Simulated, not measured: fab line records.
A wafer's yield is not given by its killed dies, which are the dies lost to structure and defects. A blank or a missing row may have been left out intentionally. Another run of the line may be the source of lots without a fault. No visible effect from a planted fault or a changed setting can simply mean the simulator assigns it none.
The tool behind it: which one?	flow gf180mcu	route of 602 steps, sampled at 1 step: 6 lots, 18 wafers

WHAT THE GAUGES READ, wafer by wafer
GF_NWELL_TW_MEAS_11.
lot	measured	on	NWELL_TW
L875	day 3 12:35	film-metro-01	1574 1567 1569
L877	day 3 23:51	film-metro-01	1570 1570 1569
L879	day 4 09:35	film-metro-01	1580 1584 1580
L882	day 5 02:32	film-metro-04	1564 1556 1551
L892	day 7 10:49	film-metro-01	1578 1576 1569
L894	day 7 20:47	film-metro-04	1549 1544 1545

TOOL THAT RAN EACH LOT (tool first, then ch and the chambers of the sampled wafers, then the start)
The record shows no process step preceding these readings.

THE ANSWER, worked out from the rows above alone
Rule: what is usual is taken from the lots themselves. Put in order of their means at a reading, lots are off if they are a third of the lots or fewer, leave a main group of 4 or more, and stand apart from it by a gap of 3 or more times the standard deviation of the main group's means; of several such gaps the widest counts. A main group is skipped when, at the precision printed for the reading in the tables above, its means are all equal. Also off: a lot with no number at a reading for which 4 or more lots have one. Where the step has rows for the other lots, those lots are counted as sound.
Across all readings shown, no lot is off: no conclusion can be drawn from this.

WHAT THE SIMULATOR HAD INSERTED
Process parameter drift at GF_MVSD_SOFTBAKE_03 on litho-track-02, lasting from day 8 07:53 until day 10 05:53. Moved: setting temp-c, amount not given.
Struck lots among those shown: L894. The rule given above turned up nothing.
